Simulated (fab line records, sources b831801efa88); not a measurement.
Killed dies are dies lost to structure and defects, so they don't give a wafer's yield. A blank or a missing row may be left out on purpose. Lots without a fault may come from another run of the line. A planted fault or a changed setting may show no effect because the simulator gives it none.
fab line records | flow gf180mcu
record lots=12 wafers=36 last_day=34
route steps=602 shown V3@433 V4@476
lots that met no fault: from a run of the same line without faults
start_h: hours from the record's first day to the start of the lot's first wafer shown | wait_h: hours since the lot's step before | " the same as in the row above | L1.1+2: a row that stands for several wafers | - no value, or no start given | * or withheld: withheld | < > ~ a bound
route shown NAME@n: a module of which the file shows steps, and the number in the route of the first | usual: mean/standard deviation of fault-free wafers | same: alike in all rows | chamber/n: place in a boat | sites: the reading at each site | _std_site: their standard deviation | _edge_site: outer sites' mean less inner sites' | radius_mm: how far each site lies from the wafer's centre | mask NAME#n: copy n | behind: the tool/chamber that last shaped the wafer | hold: why the lot was held/for how many hours/how that ended | device: the transistor (n, p or np) that didn't switch | end of line: the same wafers' tests at the end of the route | a step without rows: its recipe alone | killed: dies lost to structure and defects at the first sort, not the wafer's yield | map: a wafer's dies, x killed, . not, _ none there
set.NAME: the setting as run; set.NAME@STEP: as run at that earlier step | model.NAME: the simulator's own value behind a step, which no gauge read
steps of the route over a sample of lots; a table a step, a row a wafer
services: from which hour (start_h, from the record's first day; less than 0 if before it) a tool's chamber was out of use, for how many hours, and why
## steps
# step GF_V3_CMP_04
# recipe material=SiO2 down_force_psi=4 platen_rpm=60 pad_velocity_m_s=0.94248
# usual head_pressure_psi=4.001/0.0073 motor_current_A=12.0/1.5 time_to_endpoint_s=78/6.5
# columns lot.wafer tool chamber start_h wait_h head_pressure_psi motor_current_A time_to_endpoint_s
L573.3 cmp-01 2 499.49 0.0 4.003 11.1 79
L573.4 " 0 " " 3.998 10.5 86
L573.6 " 3 " " 3.996 12.2 95
L575.3 cmp-01 2 523.67 0.1 3.992 11.9 85
L575.5 " 0 " " 4.004 10.3 80
L575.6 " 1 " " 3.992 11.7 83
L581.1 cmp-01 0 568.37 0.1 3.997 10.9 77
L581.5 " 0 " " 4.004 11.3 80
L581.6 " 1 " " 4.006 11.3 86
L583.1 cmp-02 2 590.20 0.1 3.985 11.1 75
L583.2 " 0 " " 3.990 10.3 68
L583.5 " 1 " " 4.013 13.7 76
L585.1 cmp-01 2 596.65 0.1 3.995 10.9 78
L585.4 " 3 " " 4.008 12.8 82
L585.3 " 0 " " 3.999 10.6 84
L584.3 cmp-02 0 608.32 0.0 4.009 10.4 66
L584.1 " 1 " " 4.000 13.5 65
L584.2 " 2 " " 3.989 11.0 68
L587.1 cmp-01 0 614.25 0.1 4.027 10.0 73
L587.5 " 0 " " 4.004 10.5 84
L587.6 " 1 " " 4.004 11.5 76
L588.2 cmp-01 3 624.00 0.1 3.988 12.8 74
L588.3 " 0 " " 4.004 10.1 69
L588.6 " 3 " " 3.993 12.3 75
L589.3 cmp-01 1 627.40 0.0 3.994 12.4 73
L589.4 " 2 " " 3.997 11.4 74
L589.6 " 1 " " 3.992 12.5 75
L592.3 cmp-01 0 656.21 0.3 4.007 10.3 72
L592.4 " 1 " " 4.008 11.9 74
L592.6 " 1 " " 3.996 11.6 78
L594.3 cmp-01 1 659.26 1.0 3.989 12.1 76
L594.2 " 2 " " 4.008 11.6 75
L594.5 " 0 " " 3.998 10.5 78
L595.4 cmp-02 3 668.09 0.1 4.000 15.6 82
L595.2 " 0 " " 4.010 10.1 73
L595.6 " 3 " " 3.997 15.5 80
# step GF_V3_OVL_MEAS_15
# usual V3_OVL=-4/5.5
# columns lot.wafer tool chamber start_h wait_h V3_OVL[nm]
L573.3 overlay-01 - 522.88 0.1 -7
L573.4 " - " " -12
L573.6 " - " " -12
L575.3 overlay-01 - 546.91 0.1 2
L575.5 " - " " 6
L575.6 " - " " -1
L581.1 overlay-01 - 590.37 0.1 -1
L581.5 " - " " 4
L581.6 " - " " -3
L583.1 overlay-01 - 610.90 0.1 0
L583.2 " - " " -4
L583.5 " - " " 1
L585.1 overlay-02 - 617.40 0.1 4
L585.3 " - " " 6
L585.4 " - " " -1
L584.1 overlay-01 - 629.50 0.1 2
L584.2 " - " " -1
L584.3 " - " " -2
L587.1 overlay-02 - 635.65 0.1 3
L587.5 " - " " -1
L587.6 " - " " -2
L588.2 overlay-01 - 644.48 0.1 -9
L588.3 " - " " -12
L588.6 " - " " -4
L589.3 overlay-01 - 648.11 0.1 -8
L589.4 " - " " 2
L589.6 " - " " -3
L592.3 overlay-01 - 675.60 0.1 -6
L592.4 " - " " -6
L592.6 " - " " -1
L594.2 overlay-02 - 679.05 0.1 -13
L594.3 " - " " -10
L594.5 " - " " -5
L595.2 overlay-02 - 687.96 0.1 2
L595.4 " - " " 2
L595.6 " - " " 2
# step GF_V4_CVD_00
# recipe material=SiO2 target_thk_nm=600 sigma_open_frac=0.3 temp_c=400 time_s=100 sih4_flow_sccm=60 pressure_mtorr=6
# usual sih4_flow_sccm=60.00/0.19 susceptor_temp_C=400.01/0.22
# same time_s=100
# columns lot.wafer tool chamber start_h wait_h sih4_flow_sccm susceptor_temp_C
L573.3 hdpcvd-01 1 548.43 0.0 60.12 400.01
L573.4 " 1 " " 59.91 399.83
L573.6 " 2 " " 59.82 399.82
L575.3 hdpcvd-01 1 571.07 0.0 60.09 400.36
L575.5 " 1 " " 60.31 400.25
L575.6 " 2 " " 60.05 400.31
L581.1 hdpcvd-02 1 613.30 0.0 30.31 399.95
L581.5 " 2 " " 29.95 399.83
L581.6 " 0 " " 29.97 400.03
L583.1 hdpcvd-02 2 633.24 0.0 30.08 400.07
L583.2 " 1 " " 30.51 399.91
L583.5 " 1 " " 30.34 400.04
L585.1 hdpcvd-01 0 640.32 0.0 60.22 399.56
L585.3 " 2 " " 60.05 400.28
L585.4 " 2 " " 60.46 399.90
L584.1 hdpcvd-01 0 650.75 0.0 59.92 400.14
L584.2 " 1 " " 59.90 400.06
L584.3 " 2 " " 59.97 399.70
L587.1 hdpcvd-01 0 657.32 0.0 60.17 400.14
L587.5 " 1 " " 60.11 399.94
L587.6 " 0 " " 59.74 400.14
L588.2 hdpcvd-01 0 664.99 0.0 60.06 400.17
L588.3 " 1 " " 59.75 400.18
L588.6 " 2 " " 59.78 400.45
L589.3 hdpcvd-01 0 669.65 0.0 59.77 400.25
L589.4 " 0 " " 60.13 399.83
L589.6 " 2 " " 60.24 400.16
L592.3 hdpcvd-01 0 696.73 0.0 59.52 400.10
L592.4 " 0 " " 59.92 400.05
L592.6 " 2 " " 60.29 399.93
L594.2 hdpcvd-02 2 700.32 0.0 60.11 399.96
L594.3 " 1 " " 59.92 400.17
L594.5 " 1 " " 59.98 400.21
L595.2 hdpcvd-02 1 709.27 0.0 59.76 400.29
L595.4 " 0 " " 59.92 400.03
L595.6 " 2 " " 59.75 400.04
# step GF_V4_THK_MEAS_01
# recipe reads=SiO2_of_V4_CVD_00
# usual V4_CVD_00_THK=597/7.4
# columns lot.wafer tool chamber start_h wait_h V4_CVD_00_THK[nm]
L573.3 film_metro-03 - 548.52 0.1 579
L573.4 " - " " 584
L573.6 " - " " 597
L575.3 film_metro-04 - 571.16 0.1 587
L575.5 " - " " 583
L575.6 " - " " 600
L581.1 film_metro-02 - 613.38 0.0 298
L581.5 " - " " 300
L581.6 " - " " 298
L583.1 film_metro-02 - 633.31 0.0 296
L583.2 " - " " 294
L583.5 " - " " 300
L585.1 film_metro-03 - 640.40 0.0 600
L585.3 " - " " 603
L585.4 " - " " 598
L584.1 film_metro-03 - 650.82 0.0 603
L584.2 " - " " 604
L584.3 " - " " 604
L587.1 film_metro-02 - 657.40 0.0 594
L587.5 " - " " 590
L587.6 " - " " 599
L588.2 film_metro-02 - 665.07 0.0 595
L588.3 " - " " 589
L588.6 " - " " 591
L589.3 film_metro-04 - 669.75 0.1 609
L589.4 " - " " 611
L589.6 " - " " 605
L592.3 film_metro-04 - 696.82 0.1 613
L592.4 " - " " 605
L592.6 " - " " 600
L594.2 film_metro-04 - 700.41 0.0 602
L594.3 " - " " 603
L594.5 " - " " 597
L595.2 film_metro-04 - 709.35 0.0 601
L595.4 " - " " 598
L595.6 " - " " 593
# step GF_V4_CVD_02
# recipe material=SiO2 target_thk_nm=850 precursor=TEOS temp_c=400 time_s=94.851 rf_w=600
# usual heater_power_w=678/120 susceptor_temp_C=399.99/0.24
# same time_s=94.851
# columns lot.wafer tool chamber start_h wait_h heater_power_w susceptor_temp_C
L573.3 pecvd-04 1 548.56 0.0 948 400.25
L573.4 " 2 " " 563 399.76
L573.6 " 0 " " 709 400.12
L575.3 pecvd-03 1 571.20 0.0 599 399.91
L575.5 " 0 " " 723 399.92
L575.6 " 2 " " 572 400.25
L581.1 pecvd-04 2 613.44 0.1 557 400.38
L581.5 " 1 " " 987 400.42
L581.6 " 0 " " 588 399.86
L583.1 pecvd-03 2 633.37 0.1 544 400.25
L583.2 " 0 " " 608 399.92
L583.5 " 1 " " 623 400.04
L585.1 pecvd-02 1 640.46 0.1 677 400.00
L585.3 " 2 " " 654 399.97
L585.4 " 0 " " 652 399.92
L584.1 pecvd-04 1 650.88 0.1 871 400.11
L584.2 " 0 " " 607 400.24
L584.3 " 2 " " 704 400.16
L587.1 pecvd-03 1 657.46 0.1 643 400.00
L587.5 " 1 " " 515 400.12
L587.6 " 0 " " 721 400.22
L588.2 pecvd-02 1 665.12 0.0 699 399.75
L588.3 " 0 " " 608 400.19
L588.6 " 1 " " 555 400.19
L589.3 pecvd-04 1 669.79 0.0 947 399.75
L589.4 " 1 " " 981 400.21
L589.6 " 0 " " 616 399.83
L592.3 pecvd-03 0 696.86 0.0 705 400.10
L592.4 " 0 " " 718 400.42
L592.6 " 2 " " 460 399.75
L594.2 pecvd-03 1 700.46 0.0 606 400.36
L594.3 " 2 " " 575 400.09
L594.5 " 0 " " 692 399.83
L595.2 pecvd-02 0 709.40 0.0 606 400.01
L595.4 " 2 " " 748 400.00
L595.6 " 1 " " 673 399.76
## services
# columns tool chamber start_h hours kind
pecvd-03 - 493.55 0.7 repair
cmp-01 - 504.08 1.3 repair
hdpcvd-02 - 539.25 15.0 pm
cmp-01 - 551.52 0.3 repair
pecvd-02 0 554.22 5.0 repair
cmp-02 - 562.48 0.5 repair
hdpcvd-01 - 564.68 2.8 pm
cmp-01 - 572.10 4.0 pm
pecvd-02 0 572.27 25.4 repair
cmp-01 - 576.10 - consumable_replace:conditioner
cmp-01 - 576.10 - consumable_replace:pad
hdpcvd-02 0 587.66 3.6 repair
pecvd-03 - 591.12 14.0 pm
pecvd-03 0 591.12 14.0 vent_cycle
hdpcvd-01 - 591.25 4.3 pm
pecvd-03 - 593.02 0.6 repair
cmp-02 - 629.14 3.6 pm
cmp-01 - 651.35 3.4 pm
cmp-02 - 654.78 7.9 pm
pecvd-02 - 668.64 0.6 repair
cmp-01 - 673.11 0.6 repair
cmp-02 - 674.58 0.3 repair
pecvd-04 - 702.68 93.4 repair
pecvd-03 1 708.88 12.3 repair
## key
first_sign step=GF_V4_CVD_00 reading=sih4_flow_sccm direction=down sigmas=99+ usual=60.00 struck=30.19
effect step=GF_V4_THK_MEAS_01 reading=V4_CVD_00_THK direction=down sigmas=40 usual=597 struck=298
met_at GF_V4_CVD_00
struck_lots L581,L583
not_acting_at GF_V3_CMP_04,GF_V3_OVL_MEAS_15,GF_V4_CVD_02
fault kind=process_parameter_drift tool=hdpcvd-02 chamber=- onset_h=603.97 steps=GF_V4_CVD_00 channel=sih4_flow_sccm offset=-30 shape=step end_h=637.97 acts_in=these_recipes_only stated=60
